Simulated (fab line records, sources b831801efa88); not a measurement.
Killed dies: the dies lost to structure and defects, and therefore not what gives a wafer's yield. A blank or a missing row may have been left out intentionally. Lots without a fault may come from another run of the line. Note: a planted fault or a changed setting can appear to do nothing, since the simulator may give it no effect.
fab line records | flow sky130
record lots=6 wafers=18 last-day=50
route steps=708 shown RES_XHIGH@339 SD_N@342 SD_P@359 PAD_OPEN@708
lots with no fault: from the same line, run without faults
start-h: the number of hours between the record's first day and the start of the first shown wafer of the lot | wait-h: hours elapsed since this lot's preceding step | " repeats the value in the row above | L1.1+2: one row covering several wafers at once | - no value, or no start was given | * or withheld: withheld | < > ~ a bound
route shown NAME@n: names a module that has steps shown in the file, with the first one's number in the route | usual: mean and standard deviation over wafers with no fault | same: alike in all rows | chamber/n: place in a boat | sites: each site's reading | _std_site: their standard deviation | _edge_site: the outer-site mean with the inner-site mean subtracted | radius-mm: for every site, how far away it sits from the centre of the wafer | mask NAME#n: copy n | behind: the last tool/chamber to shape the wafer | hold: why the lot was held/for how many hours/how that ended | device: whichever transistor did not switch (one of n, p or np) | end of line: the same wafers' tests at the end of the route | for a step that has no rows: nothing shown but its recipe | killed: dies that structure and defects cost at the first sort, which is not the same as the wafer's yield | map: per-die view of a wafer (x killed, . not killed, _ where there is no die)
set.NAME: setting as actually run; set.NAME@STEP: the setting as run at that earlier step | model.NAME: the simulator's own value behind a step, which no gauge read
lots at some steps of the route; a table a step, a row a wafer
services: from which hour (start-h, from the record's first day; less than 0 if before it) a tool's chamber was out of use, for how many hours, and why
## steps
# step SKY_RES_XHIGH_IMPLANT_07
# recipe species=BF2 energy-kev=20 dose-cm2=3.6e+14 tilt-deg=0
# step SKY_RES_XHIGH_STRIP_08
# recipe chemistry=O2/N2 power-w=1400 pressure-mtorr=1500 platen-temp-c=withheld o2-flow-sccm=3000 n2-flow-sccm=300 overash-fraction=0.5
# usual drypump-motor-current-A=5.8/0.3 oes-product-au=0.711/0.0049 strip-time-to-endpoint-s=14.28/0.036
# columns lot.wafer tool chamber start-h wait-h drypump-motor-current-A oes-product-au rf-hours-counter-h strip-time-to-endpoint-s
L101.2 plasma-asher-01 0 632.53 0.1 6.3 0.704 78 14.25
L101.4 " 1 " " 5.8 0.718 - 14.26
L101.5 " 1 " " 5.8 0.706 - 14.22
L112.2 plasma-asher-04 0 735.88 0.1 5.7 0.716 61 14.32
L112.5 " 1 " " 5.3 0.718 - 14.31
L112.6 " 0 " " 5.7 0.715 - 14.29
L118.1 plasma-asher-01 0 770.88 0.1 6.3 0.713 92 14.30
L118.3 " 1 " " 5.8 0.716 - 14.33
L118.6 " 0 " " 6.3 0.710 - 14.32
L119.3 plasma-asher-04 0 773.01 0.1 5.7 0.711 - 14.31
L119.4 " 1 " " 5.3 0.718 - 14.29
L119.5 " 1 " " 5.3 0.710 - 14.30
L120.2 plasma-asher-02 1 778.63 0.1 5.7 0.713 3 14.31
L120.3 " 1 " " 5.7 0.706 - 14.26
L120.4 " 0 " " 5.9 0.712 - 14.26
L122.3 plasma-asher-02 0 799.46 0.1 5.9 0.713 - 14.38
L122.5 " 1 " " 5.7 0.710 - 14.36
L122.6 " 0 " " 5.9 0.712 - 14.32
# step SKY_RES_XHIGH_TW_MEAS_09
# usual RES_XHIGH_TW=1642/13
# columns lot.wafer tool chamber start-h wait-h RES_XHIGH_TW
L101.2 film-metro-03 - 632.64 0.1 1647
L101.4 " - " " 1641
L101.5 " - " " 1649
L112.2 film-metro-04 - 735.99 0.1 1650
L112.5 " - " " 1650
L112.6 " - " " 1657
L118.1 film-metro-03 - 770.98 0.1 1640
L118.3 " - " " 1647
L118.6 " - " " 1643
L119.3 film-metro-02 - 773.10 0.1 1622
L119.4 " - " " 1622
L119.5 " - " " 1623
L120.2 film-metro-02 - 778.74 0.1 1627
L120.3 " - " " 1621
L120.4 " - " " 1624
L122.3 film-metro-02 - 799.55 0.1 1635
L122.5 " - " " 1635
L122.6 " - " " 1626
# step SKY_SD_N_DEHYDRATE_00
# recipe temp-c=200 time-s=60
# step SKY_SD_N_HMDS_01
# recipe prime-time-s=60 prime-temp-c=120
# step SKY_SD_N_COAT_02
# recipe resist=NOVOLAK spin-rpm=3000 resist-thk-nm=1140
# step SKY_SD_N_SOFTBAKE_03
# recipe temp-c=90 time-s=60 resist=NOVOLAK
# step SKY_SD_N_EXPOSE_04
# recipe mask-id=NSDM na=0.6 source-shape=conventional sigma-outer=0.6 polarization=unpolarized target-cd-nm=380 dose-mj=141
# step SKY_SD_N_PEB_05
# recipe temp-c=withheld time-s=* resist=NOVOLAK
# step SKY_SD_N_DEVELOP_06
# recipe resist=NOVOLAK developer=TMAH develop-time-s=60 dev-temp-c=23
# step SKY_SD_N_CD_MEAS_07
# recipe target-cd-nm=380
# usual cd-nm=380.6/3
# columns lot.wafer tool chamber start-h wait-h cd-nm
L101.2 cd-sem-02 - 661.34 0.1 381.5
L101.4 " - " " 381.0
L101.5 " - " " 379.7
L112.2 cd-sem-01 - 764.55 0.1 380.1
L112.5 " - " " 378.5
L112.6 " - " " 378.0
L118.1 cd-sem-01 - 796.58 0.1 376.5
L118.3 " - " " 376.1
L118.6 " - " " 377.8
L119.3 cd-sem-01 - 798.12 0.1 378.4
L119.4 " - " " 379.1
L119.5 " - " " 380.1
L120.2 cd-sem-02 - 802.49 0.1 382.6
L120.3 " - " " 382.8
L120.4 " - " " 382.4
L122.3 cd-sem-01 - 826.62 0.1 382.0
L122.5 " - " " 379.7
L122.6 " - " " 383.0
# step SKY_SD_N_OVL_MEAS_08
# usual SD_N_OVL=-0.3/1.4
# columns lot.wafer tool chamber start-h wait-h SD_N_OVL[nm]
L101.2 overlay-02 - 661.45 0.1 0.6
L101.4 " - " " 0.8
L101.5 " - " " 1.3
L112.2 overlay-02 - 764.66 0.1 -0.4
L112.5 " - " " 1.1
L112.6 " - " " -0.2
L118.1 overlay-02 - 796.70 0.1 -0.5
L118.3 " - " " -0.4
L118.6 " - " " 0.1
L119.3 overlay-01 - 798.21 0.1 1.3
L119.4 " - " " 0.8
L119.5 " - " " 1.5
L120.2 overlay-01 - 802.60 0.1 -2.4
L120.3 " - " " -1.3
L120.4 " - " " -2.2
L122.3 overlay-02 - 826.71 0.1 1.0
L122.5 " - " " -0.7
L122.6 " - " " -0.4
# step SKY_SD_N_IMPLANT_09
# recipe species=As energy-kev=50 dose-cm2=4e+15 tilt-deg=0
# usual beam-energy-keV=49.999/0.016
# same implant-ion-amu=75
# columns lot.wafer tool chamber start-h wait-h beam-energy-keV model.implant.rp-nm model.implant.drp-nm
L101.2 implanter-02 0 661.50 0.0 50.016 31.75 14.11
L101.4 " 0 " " 50.015 31.75 14.11
L101.5 " 0 " " 50.024 31.75 14.11
L112.2 implanter-02 0 764.71 0.0 50.022 33.01 14.11
L112.5 " 0 " " 50.012 33.01 14.11
L112.6 " 0 " " 49.982 33.01 14.11
L118.1 implanter-02 0 796.73 0.0 54.141 34.11 14.98
L118.3 " 0 " " 54.109 34.11 14.98
L118.6 " 0 " " 54.112 34.11 14.98
L119.3 implanter-02 0 798.28 0.1 54.096 34.15 14.98
L119.4 " 0 " " 54.100 34.15 14.98
L119.5 " 0 " " 54.094 34.15 14.98
L120.2 implanter-03 0 802.65 0.0 50.024 32.28 14.11
L120.3 " 0 " " 50.041 32.28 14.11
L120.4 " 0 " " 50.009 32.28 14.11
L122.3 implanter-03 0 826.79 0.1 49.997 32.52 14.11
L122.5 " 0 " " 50.008 32.52 14.11
L122.6 " 0 " " 50.017 32.52 14.11
# step SKY_SD_N_IMPLANT_10
# recipe species=P energy-kev=20 dose-cm2=1e+14 tilt-deg=0
# step SKY_SD_N_STRIP_11
# recipe chemistry=O2/N2 power-w=1400 pressure-mtorr=1500 platen-temp-c=withheld o2-flow-sccm=3000 n2-flow-sccm=300 overash-fraction=0.5
# usual drypump-motor-current-A=5.62/0.23 oes-product-au=0.527/0.0046 strip-time-to-endpoint-s=22.55/0.034
# columns lot.wafer tool chamber start-h wait-h drypump-motor-current-A oes-product-au rf-hours-counter-h strip-time-to-endpoint-s
L101.2 plasma-asher-04 0 661.78 0.1 5.69 0.525 54 22.52
L101.4 " 1 " " 5.32 0.534 - 22.52
L101.5 " 1 " " 5.31 0.522 - 22.53
L112.2 plasma-asher-02 0 764.99 0.1 5.89 0.526 2 22.58
L112.5 " 0 " " 5.88 0.528 - 22.59
L112.6 " 1 " " 5.74 0.533 - 22.57
L118.1 plasma-asher-02 0 797.03 0.1 5.89 0.520 5 23.18
L118.3 " 0 " " 5.90 0.523 - 23.17
L118.6 " 0 " " 5.90 0.521 - 23.21
L119.3 plasma-asher-04 0 798.56 0.1 5.71 0.516 - 23.21
L119.4 " 1 " " 5.29 0.517 - 23.22
L119.5 " 0 " " 5.72 0.522 - 23.22
L120.2 plasma-asher-02 1 802.93 0.1 5.75 0.527 6 22.55
L120.3 " 1 " " 5.76 0.531 - 22.55
L120.4 " 0 " " 5.92 0.532 - 22.57
L122.3 plasma-asher-04 1 827.07 0.1 5.30 0.532 - 22.56
L122.5 " 0 " " 5.69 0.532 - 22.61
L122.6 " 1 " " 5.33 0.525 - 22.55
# step SKY_SD_N_TW_MEAS_12
# usual SD_N_TW=3995/34
# columns lot.wafer tool chamber start-h wait-h SD_N_TW
L101.2 film-metro-04 - 661.89 0.1 4022
L101.4 " - " " 4036
L101.5 " - " " 4023
L112.2 film-metro-02 - 765.10 0.1 3966
L112.5 " - " " 3949
L112.6 " - " " 3954
L118.1 film-metro-03 - 797.13 0.1 4051
L118.3 " - " " 4049
L118.6 " - " " 4051
L119.3 film-metro-03 - 798.65 0.1 4066
L119.4 " - " " 4048
L119.5 " - " " 4046
L120.2 film-metro-02 - 803.04 0.1 3960
L120.3 " - " " 3969
L120.4 " - " " 3986
L122.3 film-metro-02 - 827.16 0.1 3966
L122.5 " - " " 3964
L122.6 " - " " 3971
# step SKY_SD_N_CLEAN_13
# recipe chemistry=SC1/SC2 mix=1:4:20 temp-c=70 time-s=150 dry=n2-spin
# step SKY_SD_N_RTA_14
# recipe temp-c=1075 time-s=2 idle-temp-c=650 ramp-up-c-per-s=150 ramp-down-c-per-s=90 ambient=N2
# usual lamp-power-pct=15.73/0.055 ramp-up-c-per-s=150.00/0.025 wafer_temp_C_max=1077.9/1.3
# same time-s=2
# columns lot.wafer tool chamber start-h wait-h lamp-power-pct ramp-up-c-per-s wafer_temp_C_max
L101.2 rtp-anneal-02 0 662.00 0.0 15.80 149.98 1076.8
L101.4 " 0 " " 15.65 150.02 1078.8
L101.5 " 0 " " 15.76 149.97 1076.6
L112.2 rtp-anneal-02 0 765.22 0.0 15.80 150.04 1077.2
L112.5 " 0 " " 15.66 149.99 1077.1
L112.6 " 0 " " 15.72 149.98 1077.3
L118.1 rtp-anneal-01 0 797.24 0.0 15.69 149.99 1077.5
L118.3 " 0 " " 15.74 150.00 1077.9
L118.6 " 0 " " 15.80 149.94 1080.0
L119.3 rtp-anneal-02 0 798.76 0.0 15.79 150.01 1078.9
L119.4 " 0 " " 15.66 150.01 1080.1
L119.5 " 0 " " 15.62 149.99 1078.4
L120.2 rtp-anneal-01 0 803.15 0.0 15.68 150.02 1077.6
L120.3 " 0 " " 15.64 150.01 1076.6
L120.4 " 0 " " 15.76 149.97 1078.0
L122.3 rtp-anneal-01 0 827.27 0.0 15.68 149.96 1076.3
L122.5 " 0 " " 15.70 150.03 1079.2
L122.6 " 0 " " 15.72 149.98 1079.4
# step SKY_SD_N_RS_MEAS_16
# recipe thk-meas-gauge=four-point-probe
# usual SD_N_RS=68.47/0.11
# columns lot.wafer tool chamber start-h wait-h SD_N_RS[ohm/sq]
L101.2 film-metro-02 - 662.18 0.1 68.40
L101.4 " - " " 68.30
L101.5 " - " " 68.35
L112.2 film-metro-03 - 765.40 0.1 68.49
L112.5 " - " " 68.55
L112.6 " - " " 68.63
L118.1 film-metro-03 - 797.41 0.1 65.72
L118.3 " - " " 65.68
L118.6 " - " " 65.65
L119.3 film-metro-04 - 798.96 0.1 65.78
L119.4 " - " " 65.76
L119.5 " - " " 65.69
L120.2 film-metro-03 - 803.33 0.1 68.47
L120.3 " - " " 68.61
L120.4 " - " " 68.48
L122.3 film-metro-02 - 827.46 0.1 68.29
L122.5 " - " " 68.45
L122.6 " - " " 68.26
# step SKY_SD_N_RS_MEAS_17
# recipe thk-meas-gauge=four-point-probe
# usual SD_P_RS=146.9/0.37
# columns lot.wafer tool chamber start-h wait-h SD_P_RS[ohm/sq]
L101.2 film-metro-02 - 662.30 0.1 146.4
L101.4 " - " " 146.5
L101.5 " - " " 146.7
L112.2 film-metro-03 - 765.52 0.1 147.0
L112.5 " - " " 147.4
L112.6 " - " " 147.4
L118.1 film-metro-03 - 797.53 0.1 147.0
L118.3 " - " " 147.1
L118.6 " - " " 146.8
L119.3 film-metro-04 - 799.08 0.1 147.0
L119.4 " - " " 146.7
L119.5 " - " " 146.3
L120.2 film-metro-03 - 803.45 0.1 147.4
L120.3 " - " " 146.8
L120.4 " - " " 147.4
L122.3 film-metro-02 - 827.58 0.1 146.4
L122.5 " - " " 146.6
L122.6 " - " " 146.1
# step SKY_PAD_OPEN_PROBE_99
# usual killed_at_M0_to_M3=42/6.2 killed_at_M4_up=3.0/1.8 killed-at-contacts=25/5.9 killed-at-front-end=15/4.5 killed-at-other=0.2/0.45 killed-dies=85/9.9 killed-open=47/6.7 killed-short=39/6.4
# same gross-dies=492 killed-at-back-side=0
# columns lot.wafer tool chamber start-h wait-h killed_at_M0_to_M3 killed_at_M4_up killed-at-contacts killed-at-front-end killed-at-other killed-dies killed-open killed-short model.etest.res-ndiff.line-ohm-um model.etest.res-ndiff.rs-ohm-sq model.etest.res-ndiff-hv.rs-ohm-sq
L101.2 prober-02 - 1088.10 0.1 32 2 20 15 1 70 46 24 775.7 119.9 114.5
L101.4 prober-02 - 1088.20 0.2 30 1 20 18 0 69 36 33 764.7 120.7 114.6
L101.5 prober-02 - 1088.25 0.2 38 3 33 16 0 90 44 46 764.9 120.6 114.3
L112.2 prober-02 - 1167.11 0.1 40 4 29 13 0 86 48 38 768.6 117.3 112.4
L112.5 prober-02 - 1167.26 0.2 44 3 34 8 0 89 52 37 756 117.5 113.3
L112.6 prober-02 - 1167.31 0.2 42 2 32 10 0 86 45 41 760 117.8 112.9
L118.1 prober-01 - 1188.21 0.1 45 7 28 17 0 97 56 41 745.5 116.1 110.3
L118.3 prober-01 - 1188.31 0.2 53 5 22 22 1 103 50 53 765.3 115.9 111
L118.6 prober-01 - 1188.46 0.2 48 2 17 12 1 80 44 36 747.6 115.8 111.1
L119.3 prober-02 - 1189.75 0.2 36 2 35 18 0 91 51 40 735.4 116.2 110.9
L119.4 prober-02 - 1189.80 0.2 53 3 23 14 1 94 47 47 757.4 115.5 110.3
L119.5 prober-02 - 1189.85 0.2 44 1 23 13 0 81 47 34 744.9 116.1 110.6
L120.2 prober-01 - 1192.34 0.1 43 2 26 17 0 88 51 37 749 119.7 113.9
L120.3 prober-01 - 1192.39 0.2 36 3 18 22 1 80 47 33 760.2 120.1 114.1
L120.4 prober-01 - 1192.44 0.2 33 0 19 26 0 78 44 34 780.9 120.3 114.5
L122.3 prober-02 - 1203.80 0.2 46 2 31 12 1 92 61 31 762.5 118.8 112.8
L122.5 prober-02 - 1203.90 0.2 47 1 17 11 0 76 44 32 753.5 119.9 114.2
L122.6 prober-02 - 1203.95 0.2 43 2 20 15 1 81 47 34 758.5 117.8 112.7
# killed by level:class
L101.2 CONTACT:geometric-particle:open=8 VIA1:geometric-particle:open=8 POLY_GATE:geometric-particle:open=7 LI_CONTACT:geometric-particle:open=5 FIELD_ISO:geometric-particle:open=4 VIA2:geometric-particle:open=4 POLY_GATE:geometric-particle:short=3 VIA1:geometric-particle:short=3
L101.4 VIA1:geometric-particle:open=8 POLY_GATE:geometric-particle:short=7 LI_CONTACT:geometric-particle:open=7 CONTACT:geometric-particle:open=7 VIA3:geometric-particle:open=5 METAL2:geometric-particle:short=5 METAL1:geometric-particle:short=4 FIELD_ISO:geometric-particle:short=3
L101.5 VIA1:geometric-particle:open=13 CONTACT:geometric-particle:open=11 POLY_GATE:geometric-particle:short=8 METAL2:geometric-particle:short=8 LI_CONTACT:geometric-particle:open=7 CONTACT:geometric-particle:short=7 LOCAL_INTERCONNECT:geometric-particle:short=6 VIA3:geometric-particle:open=6
L112.2 CONTACT:geometric-particle:open=12 LI_CONTACT:geometric-particle:open=8 VIA1:geometric-particle:open=8 FIELD_ISO:geometric-particle:short=6 METAL3:geometric-particle:short=5 VIA2:geometric-particle:open=5 METAL1:geometric-particle:short=4 LI_CONTACT:geometric-particle:short=4
L112.5 CONTACT:geometric-particle:open=11 LI_CONTACT:geometric-particle:open=9 CONTACT:geometric-particle:short=8 VIA2:geometric-particle:open=8 VIA3:geometric-particle:open=7 METAL1:geometric-particle:short=6 VIA1:geometric-particle:open=5 VIA2:geometric-particle:short=5
L112.6 LI_CONTACT:geometric-particle:open=10 CONTACT:geometric-particle:short=8 VIA1:geometric-particle:open=7 METAL2:geometric-particle:short=7 VIA2:geometric-particle:open=7 CONTACT:geometric-particle:open=5 LOCAL_INTERCONNECT:geometric-particle:short=4 VIA3:geometric-particle:short=4
L118.1 VIA1:geometric-particle:open=16 LI_CONTACT:geometric-particle:open=11 CONTACT:geometric-particle:open=8 METAL1:geometric-particle:short=8 METAL4:geometric-particle:short=6 CONTACT:geometric-particle:short=5 POLY_GATE:geometric-particle:open=5 VIA2:geometric-particle:open=5
L118.3 VIA1:geometric-particle:open=12 FIELD_ISO:geometric-particle:short=8 VIA3:geometric-particle:open=8 CONTACT:geometric-particle:open=7 VIA2:geometric-particle:open=7 METAL1:geometric-particle:short=6 LOCAL_INTERCONNECT:geometric-particle:short=5 VIA2:geometric-particle:short=5
L118.6 VIA1:geometric-particle:open=9 VIA2:geometric-particle:open=8 METAL1:geometric-particle:short=7 VIA1:geometric-particle:short=6 METAL3:geometric-particle:short=6 VIA3:geometric-particle:open=6 LI_CONTACT:geometric-particle:open=5 CONTACT:geometric-particle:open=5
L119.3 LI_CONTACT:geometric-particle:open=10 CONTACT:geometric-particle:open=10 VIA1:geometric-particle:open=6 METAL2:geometric-particle:short=6 POLY_GATE:geometric-particle:open=5 LOCAL_INTERCONNECT:geometric-particle:short=5 METAL1:geometric-particle:short=5 VIA2:geometric-particle:open=5
L119.4 VIA2:geometric-particle:open=8 METAL2:geometric-particle:short=8 METAL1:geometric-particle:short=8 CONTACT:geometric-particle:open=7 VIA1:geometric-particle:open=7 VIA1:geometric-particle:short=6 POLY_GATE:geometric-particle:open=5 LI_CONTACT:geometric-particle:open=5
L119.5 VIA1:geometric-particle:open=12 CONTACT:geometric-particle:open=9 VIA2:geometric-particle:open=7 LOCAL_INTERCONNECT:geometric-particle:short=6 METAL3:geometric-particle:short=6 VIA3:geometric-particle:open=5 FIELD_ISO:geometric-particle:open=4 POLY_GATE:geometric-particle:short=3
L120.2 CONTACT:geometric-particle:open=11 VIA3:geometric-particle:open=11 VIA1:geometric-particle:open=9 LI_CONTACT:geometric-particle:open=7 VIA1:geometric-particle:short=6 FIELD_ISO:geometric-particle:short=5 POLY_GATE:geometric-particle:open=5 VIA2:geometric-particle:open=5
L120.3 VIA1:geometric-particle:open=10 CONTACT:geometric-particle:open=8 POLY_GATE:geometric-particle:short=7 VIA2:geometric-particle:open=6 VIA3:geometric-particle:open=6 LI_CONTACT:geometric-particle:open=5 VIA1:geometric-particle:short=5 FIELD_ISO:geometric-particle:short=4
L120.4 LI_CONTACT:geometric-particle:open=8 VIA3:geometric-particle:open=7 SPACER:geometric-particle:short=6 CONTACT:geometric-particle:open=6 VIA1:geometric-particle:open=6 FIELD_ISO:geometric-particle:short=5 SPACER:geometric-particle:open=5 POLY_GATE:geometric-particle:open=4
L122.3 LI_CONTACT:geometric-particle:open=11 VIA1:geometric-particle:open=11 VIA2:geometric-particle:open=9 CONTACT:geometric-particle:open=8 METAL2:geometric-particle:short=7 LOCAL_INTERCONNECT:geometric-particle:open=6 METAL1:geometric-particle:short=5 VIA2:geometric-particle:short=4
L122.5 VIA1:geometric-particle:open=14 LI_CONTACT:geometric-particle:open=7 METAL1:geometric-particle:short=6 VIA1:geometric-particle:short=6 VIA2:geometric-particle:open=6 METAL2:geometric-particle:short=6 LI_CONTACT:geometric-particle:short=4 POLY_GATE:geometric-particle:open=3
L122.6 VIA1:geometric-particle:open=10 VIA2:geometric-particle:open=8 CONTACT:geometric-particle:open=6 FIELD_ISO:geometric-particle:open=5 VIA3:geometric-particle:open=5 LOCAL_INTERCONNECT:geometric-particle:short=4 CONTACT:geometric-particle:short=4 VIA2:geometric-particle:short=4
## services
# columns tool chamber start-h hours kind
plasma-asher-01 - 610.32 2.5 repair
plasma-asher-02 - 617.32 0.7 repair
plasma-asher-01 - 634.12 0.9 repair
implanter-03 - 648.87 2.4 pm
plasma-asher-01 - 655.81 1.4 repair
implanter-02 - 681.88 4.3 pm
plasma-asher-04 - 683.79 3.6 repair
rtp-anneal-01 - 727.13 3.2 pm
plasma-asher-02 - 733.75 9.0 pm
plasma-asher-02 0 733.75 9.0 vent-cycle
plasma-asher-02 1 733.75 9.0 vent-cycle
plasma-asher-02 0 742.75 - clean
plasma-asher-02 1 742.75 - clean
implanter-03 - 748.46 43.7 pm
implanter-02 - 800.90 2.7 repair
plasma-asher-04 - 801.13 14.6 pm
implanter-02 - 813.05 3.5 repair
## key
first-sign step=SKY_SD_N_IMPLANT_09 reading=beam-energy-keV direction=up sigmas=99+ usual=* struck=*
effect step=SKY_SD_N_STRIP_11 reading=strip-time-to-endpoint-s direction=up sigmas=19 usual=* struck=*
effect step=SKY_SD_N_TW_MEAS_12 reading=SD_N_TW direction=up sigmas=1.7 usual=3995 struck=4052
effect step=SKY_SD_N_RS_MEAS_16 reading=SD_N_RS direction=down sigmas=24 usual=68.47 struck=65.72
model-effect step=SKY_SD_N_IMPLANT_09 value=implant.rp-nm without=32 struck=34.13
model-effect step=SKY_PAD_OPEN_PROBE_99 value=etest.res-ndiff.line-ohm-um without=776.2 struck=749.4
met-at SKY_SD_N_IMPLANT_09
struck-wafers L118.1,L118.3,L118.6,L119.3,L119.4,L119.5
tester-left-out L118,L119
onset-between 764.71 796.73
fault kind=process-parameter-drift tool=implanter-02 chamber=- onset-h=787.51 steps=SKY_SD_N_IMPLANT_09 channel=energy-kev offset=* shape=step end-h=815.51 acts-in=* stated=*
# tester-left-out: of these lots the tester's yield and bins aren't shown, on N5 and GAA mostly nor the transistor test; their killed dies are dies lost to structure and defects alone, not to doping, threshold or leakage, so they don't give the yield
